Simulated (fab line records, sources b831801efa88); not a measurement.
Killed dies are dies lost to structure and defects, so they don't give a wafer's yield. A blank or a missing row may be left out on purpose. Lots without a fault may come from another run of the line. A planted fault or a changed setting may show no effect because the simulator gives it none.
A struck lot beside a sound one | flow gf180mcu | 35 steps out of a route of 602
Sound: wafers L320.1, L320.4, L320.5. Struck: wafer L327.5. (L327.3 of the same lot was not struck and is left out.) The cause comes at the end.
At each step with rows: each side's tool, then ch and its chambers, then its first start. Under that, the readings that differ: sound wafers | struck wafers | difference of the means | sigmas: that difference in standard deviations of wafers without a fault.
alike: readings whose means differ by less than 2 such deviations, and words and numbers that are the same on both sides. not compared: withheld readings, readings that some wafer has no value for, bounds like >300 that may hide the same value, and numbers for which the record gives no deviation and whose values overlap.
The two part at a step that has a row with sigmas, a row that says differs or no value, or rows on one side only. Numbers that don't overlap but have no deviation are shown without sigmas and don't part them. A reading that every wafer of one side lacks parts them only if that side has two wafers or more.

first, 1 step without rows for these wafers: GF_HV_LDD_IMPLANT_21.
GF_HV_LDD_STRIP_22: strips in O2/N2.
  sound on plasma_asher-04 ch 0,1, day 11 21:08; struck on plasma_asher-03 ch 0, day 14 00:52
  reading                      | sound             | struck | difference | sigmas
  strip_time_to_endpoint_s (s) | 12.65 12.66 12.64 | 12.75  | +0.10      | +3
  alike: drypump_motor_current_A, heater_power_w, oes_product_au
  not compared: rf_hours_counter_h
GF_HV_LDD_TW_MEAS_23:
  sound on film_metro-03, day 11 21:14; struck on film_metro-04, day 14 00:58
  alike: HV_LDD_2_TW
then, 7 steps without rows for these wafers: GF_HV_LDD_DEHYDRATE_24 (time 60 s); GF_HV_LDD_HMDS_25 (prime time 60 s); GF_HV_LDD_COAT_26 (resist thk 1000 nm); GF_HV_LDD_SOFTBAKE_27 (time 60 s); GF_HV_LDD_EXPOSE_28 (exposes mask Nplus HV AREA, target cd 400 nm); GF_HV_LDD_PEB_29; GF_HV_LDD_DEVELOP_30 (develop time 60 s).
GF_HV_LDD_CD_MEAS_31: target cd 400 nm.
  sound on cd_sem-02, day 12 16:11; struck on cd_sem-02, day 14 21:38
  alike: cd_nm
GF_HV_LDD_OVL_MEAS_32:
  sound on overlay-01, day 12 16:18; struck on overlay-01, day 14 21:43
  reading            | sound          | struck | difference | sigmas
  HV_LDD_02_OVL (nm) | -0.9 -0.7 -1.2 | 2.2    | +3.1       | +2
GF_HV_LDD_IMPLANT_33:
  sound on implanter-01 ch 0, day 12 16:20; struck on implanter-01 ch 0, day 14 21:47
then, 3 steps without rows for these wafers: GF_HV_LDD_IMPLANT_34; GF_HV_LDD_IMPLANT_35; GF_HV_LDD_IMPLANT_36.
GF_HV_LDD_STRIP_37: strips in O2/N2.
  sound on plasma_asher-02 ch 0,1, day 12 16:56; struck on plasma_asher-04 ch 1, day 14 22:23
  reading                     | sound          | struck | difference | sigmas
  drypump_motor_current_A (A) | 5.81 5.80 6.12 | 5.47   | -0.44      | -2
  alike: heater_power_w, oes_product_au, strip_time_to_endpoint_s
  not compared: rf_hours_counter_h
GF_HV_LDD_TW_MEAS_38:
  sound on film_metro-04, day 12 17:02; struck on film_metro-01, day 14 22:28
  alike: HV_LDD_3_TW
then, 7 steps without rows for these wafers: GF_HV_LDD_DEHYDRATE_39 (time 60 s); GF_HV_LDD_HMDS_40 (prime time 60 s); GF_HV_LDD_COAT_41 (resist thk 1000 nm); GF_HV_LDD_SOFTBAKE_42 (time 60 s); GF_HV_LDD_EXPOSE_43 (exposes mask Pplus HV AREA, target cd 400 nm); GF_HV_LDD_PEB_44; GF_HV_LDD_DEVELOP_45 (develop time 60 s).
GF_HV_LDD_CD_MEAS_46: target cd 400 nm.
  sound on cd_sem-01, day 13 13:17; struck on cd_sem-02, day 15 19:46
  alike: cd_nm
GF_HV_LDD_OVL_MEAS_47:
  sound on overlay-01, day 13 13:24; struck on overlay-01, day 15 19:52
  alike: HV_LDD_03_OVL
then, 1 step without rows for these wafers: GF_HV_LDD_IMPLANT_48.
GF_HV_LDD_STRIP_49: strips in O2/N2.
  sound on plasma_asher-03 ch 0,1, day 13 13:35; struck on plasma_asher-02 ch 1, day 15 20:04
  alike: drypump_motor_current_A, heater_power_w, oes_product_au, strip_time_to_endpoint_s
  not compared: rf_hours_counter_h
GF_HV_LDD_TW_MEAS_50:
  sound on film_metro-03, day 13 13:41; struck on film_metro-04, day 15 20:10
  alike: HV_LDD_4_TW
then, 1 step without rows for these wafers: GF_HV_LDD_CLEAN_51 (cleans in SC1/SC2, time 150 s).
GF_HV_LDD_RTA_52: time 10 s.
  sound on rtp_anneal-01 ch 0, day 13 13:48; struck on rtp_anneal-02 ch 0, day 15 20:19
  reading           | sound                | struck | difference | sigmas
  anneal_temp_c_max | 1003.6 1004.0 1004.8 | 1002.3 | -1.8       | -2
  alike: chamber_o2_ppm, lamp_power_pct, wafer_temp_C_max
GF_HV_LDD_RS_MEAS_53: measures by four-point-probe.
  sound on film_metro-01, day 13 13:52; struck on film_metro-01, day 15 20:24
  reading            | sound             | struck | difference | sigmas
  HV_LDD_RS (ohm/sq) | 418.1 418.4 417.3 | 421.7  | +3.8       | +4
then, 1 step without rows for these wafers: GF_HV_LDD_CVD_54 (deposits SiO2 from TEOS, target thk 10 nm, time 75 s).
-- the record jumps here: 16 days lie between the struck wafers' starts before and after (it left off in module HV_LDD and takes up again in module PASSIVATION, whose first step shown is number 602 of the route) --
GF_PASSIVATION_PROBE_99:
  sound on prober-02, day 30 04:58; struck on prober-01, day 32 02:01
  reading                                        | sound              | struck | difference | sigmas
  model.etest.nldd_6p0.line_ohm_um               | 4574 4593 4588     | 5129   | +544       |
  model.etest.nldd_6p0.rs_ohm_sq                 | 1392 1390 1387     | 1485   | +95        |
  model.etest.nldd_6p0.rs_ohm_sq_range           | 36 63.89 29.62     | 110.6  | +67.4      |
  model.etest.nldd_6p0.rs_ohm_sq_rim_less_centre | -13.43 1.097 2.493 | -55.91 | -52.63     |

WHERE THEY PART
First at GF_HV_LDD_STRIP_22; last, within this record, at GF_HV_LDD_RS_MEAS_53.

WHY: what the simulator had put in
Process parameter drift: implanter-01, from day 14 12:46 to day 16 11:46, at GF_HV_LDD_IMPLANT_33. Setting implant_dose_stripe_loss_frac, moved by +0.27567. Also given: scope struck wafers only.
